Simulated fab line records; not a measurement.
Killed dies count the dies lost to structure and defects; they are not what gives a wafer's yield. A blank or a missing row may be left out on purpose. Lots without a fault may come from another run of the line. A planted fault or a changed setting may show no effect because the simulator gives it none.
Matching of chambers | flow gf180mcu | GF_STI_CVD_23 on hdpcvd-02 has 3 sister chambers
The step deposits SiO2, target thk 650 nm, time 108.3 s. 14 wafers are shown with their chamber, then 7 later ones without.

EACH WAFER AND ITS CHAMBER
wafer  | chamber | sih4-flow-sccm (sccm) | pressure-mtorr (mTorr)
L131.1 | 0       | 60.26                 | 5.994
L131.2 | 1       | 59.78                 | 6.004
L131.5 | 1       | 59.57                 | 6.004
L132.1 | 0       | 60.10                 | 6.006
L132.4 | 1       | 59.99                 | 5.989
L132.6 | 0       | 60.28                 | 6.003
L133.1 | 1       | 60.00                 | 5.999
L133.3 | 0       | 60.00                 | 5.984
L133.6 | 1       | 60.20                 | 6.022
L134.1 | 1       | 60.12                 | 5.992
L134.3 | 2       | 60.18                 | 5.992
L134.5 | 2       | 60.15                 | 6.010
L135.2 | 2       | 59.96                 | 5.987
L135.3 | 0       | 59.72                 | 5.993

SIGNATURES (means of the wafers above)
reading        | chamber 0 | chamber 1 | chamber 2 | scatter within a chamber
sih4-flow-sccm | 60.0720   | 59.9433   | 60.0967   | 0.214
pressure-mtorr | 5.99600   | 6.00167   | 5.99633   | 0.0108
Rule: for each reading, subtract the chamber's mean from the wafer's reading, divide by that reading's scatter and square the result; add these up over the readings and take the root, which gives the wafer's distance from the chamber. The wafer belongs to the nearest chamber; if the next one is less than 2 further off, it can't be placed. The scatter: take each reading less its chamber's mean, square it, sum over the shown wafers, divide by the number of wafers less the number of chambers, and take the root.

WAFERS MISSING THEIR CHAMBER
wafer  | sih4-flow-sccm (sccm) | pressure-mtorr (mTorr)
L135.5 | 59.63                 | 5.981
L138.2 | 60.23                 | 6.005
L138.3 | 59.99                 | 6.003
L138.4 | 59.90                 | 5.990
L146.4 | 59.82                 | 6.016
L146.5 | 60.10                 | 6.013
L148.3 | 60.09                 | 6.031

WHICH CHAMBER EACH ONE RAN IN
wafer  | from the rows above          | in truth
L135.5 | can't be placed: 1 or 0 or 2 | 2
L138.2 | can't be placed: 2 or 0 or 1 | 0
L138.3 | can't be placed: 1 or 0 or 2 | 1
L138.4 | can't be placed: 0 or 2 or 1 | 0
L146.4 | can't be placed: 1 or 0 or 2 | 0
L146.5 | can't be placed: 1 or 2 or 0 | 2
L148.3 | can't be placed: 1 or 2 or 0 | 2
0 of 7 placed correctly. From these rows, 7 cannot be placed; in 7 the true chamber is one of the candidates. Wrongly placed: 0.
